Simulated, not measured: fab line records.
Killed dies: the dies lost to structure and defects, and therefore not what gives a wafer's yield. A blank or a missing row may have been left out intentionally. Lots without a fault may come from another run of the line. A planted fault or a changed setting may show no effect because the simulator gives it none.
The tool behind it: which one? || flow sky130 || Sampling: 11 lots, 33 wafers, 3 of 708 route steps

== WHAT EACH GAUGE READ, for each wafer ==
SKY_LI_CONTACT_RS_MEAS_22: measures by four-point-probe.
{"lot": "L928", "measured": "day 28 23:47", "on": "film_metro-03", "LI_CONTACT_W_RS (ohm/sq)": "0.290 0.288 0.291"}
{"lot": "L936", "measured": "day 31 22:10", "on": "film_metro-03", "LI_CONTACT_W_RS (ohm/sq)": "0.242 0.240 0.244"}
{"lot": "L938", "measured": "day 32 15:04", "on": "film_metro-02", "LI_CONTACT_W_RS (ohm/sq)": "0.244 0.241 0.240"}
{"lot": "L944", "measured": "day 34 21:05", "on": "film_metro-01", "LI_CONTACT_W_RS (ohm/sq)": "0.287 0.286 0.286"}
{"lot": "L945", "measured": "day 35 10:46", "on": "film_metro-02", "LI_CONTACT_W_RS (ohm/sq)": "0.284 0.286 0.293"}
{"lot": "L946", "measured": "day 35 12:19", "on": "film_metro-02", "LI_CONTACT_W_RS (ohm/sq)": "0.279 0.282 0.278"}
{"lot": "L947", "measured": "day 35 17:36", "on": "film_metro-02", "LI_CONTACT_W_RS (ohm/sq)": "0.287 0.279 0.285"}
{"lot": "L948", "measured": "day 35 21:18", "on": "film_metro-03", "LI_CONTACT_W_RS (ohm/sq)": "0.290 0.288 0.288"}
{"lot": "L949", "measured": "day 36 03:52", "on": "film_metro-02", "LI_CONTACT_W_RS (ohm/sq)": "0.283 0.280 0.281"}
{"lot": "L951", "measured": "day 36 12:13", "on": "film_metro-01", "LI_CONTACT_W_RS (ohm/sq)": "0.285 0.284 0.284"}
{"lot": "L950", "measured": "day 36 14:44", "on": "film_metro-02", "LI_CONTACT_W_RS (ohm/sq)": "0.285 0.286 0.285"}

== TOOL THAT RAN EACH LOT (tool first, then ch and the chambers of the sampled wafers, then the start) ==
{"lot": "L928", "SKY_LI_CONTACT_ETCH_15": "rie_diel-04 ch 0,1,3, day 28 23:07", "SKY_LI_CONTACT_CVD_21": "cvd_w-01 ch 1, day 28 23:39"}
{"lot": "L936", "SKY_LI_CONTACT_ETCH_15": "rie_diel-04 ch 1,2,3, day 31 21:31", "SKY_LI_CONTACT_CVD_21": "cvd_w-02 ch 0,1, day 31 22:02"}
{"lot": "L938", "SKY_LI_CONTACT_ETCH_15": "rie_diel-03 ch 0,1,3, day 32 14:25", "SKY_LI_CONTACT_CVD_21": "cvd_w-02 ch 0,1, day 32 14:56"}
{"lot": "L944", "SKY_LI_CONTACT_ETCH_15": "rie_diel-01 ch 0,3, day 34 20:24", "SKY_LI_CONTACT_CVD_21": "cvd_w-01 ch 0,1, day 34 20:58"}
{"lot": "L945", "SKY_LI_CONTACT_ETCH_15": "rie_diel-01 ch 2,3, day 35 10:05", "SKY_LI_CONTACT_CVD_21": "cvd_w-02 ch 0,1, day 35 10:37"}
{"lot": "L946", "SKY_LI_CONTACT_ETCH_15": "rie_diel-04 ch 0,1,2, day 35 11:39", "SKY_LI_CONTACT_CVD_21": "cvd_w-02 ch 1, day 35 12:10"}
{"lot": "L947", "SKY_LI_CONTACT_ETCH_15": "rie_diel-03 ch 0,2,3, day 35 16:55", "SKY_LI_CONTACT_CVD_21": "cvd_w-02 ch 0,1, day 35 17:27"}
{"lot": "L948", "SKY_LI_CONTACT_ETCH_15": "rie_diel-03 ch 1,3, day 35 20:39", "SKY_LI_CONTACT_CVD_21": "cvd_w-01 ch 0,1, day 35 21:11"}
{"lot": "L949", "SKY_LI_CONTACT_ETCH_15": "rie_diel-04 ch 2,3, day 36 03:12", "SKY_LI_CONTACT_CVD_21": "cvd_w-02 ch 1, day 36 03:43"}
{"lot": "L951", "SKY_LI_CONTACT_ETCH_15": "rie_diel-04 ch 0,1,3, day 36 11:34", "SKY_LI_CONTACT_CVD_21": "cvd_w-02 ch 0,1, day 36 12:05"}
{"lot": "L950", "SKY_LI_CONTACT_ETCH_15": "rie_diel-04 ch 0,1, day 36 14:06", "SKY_LI_CONTACT_CVD_21": "cvd_w-01 ch 0,1, day 36 14:37"}
- SKY_LI_CONTACT_ETCH_15: etches PSG in C4F8/O2/Ar, stops on Si, target depth 600 nm.
- SKY_LI_CONTACT_CVD_21: deposits W, target thk 400 nm, time 120.56 s.

== THE ANSWER, worked out from the rows above alone ==
Rule: the lots themselves supply what counts as usual. The widest of any qualifying gaps counts: lots, ordered by their means at a reading, are off when they make up no more than a third of the lots, leave a main group of 4 or more, and stand apart from it by 3 or more times the standard deviation of that group's means. If all means in a main group match to the digits the tables above print for the reading, that group is not used. Also off: a lot with no number at a reading for which 4 or more lots have one. The other lots that the step has rows for count as sound.
Off: L936, L938, at SKY_LI_CONTACT_RS_MEAS_22 (LI_CONTACT_W_RS). The main group has a mean of 0.285 ohm/sq with a standard deviation of 0.0031.
If a tool, at a process step before that reading, ran all the lots that are off and no sound lot after the first of them, it fits. Gauges at SKY_LI_CONTACT_RS_MEAS_22: tried the same way as those tools. None of those tried fits.

== WHAT THE SIMULATOR PUT IN ==
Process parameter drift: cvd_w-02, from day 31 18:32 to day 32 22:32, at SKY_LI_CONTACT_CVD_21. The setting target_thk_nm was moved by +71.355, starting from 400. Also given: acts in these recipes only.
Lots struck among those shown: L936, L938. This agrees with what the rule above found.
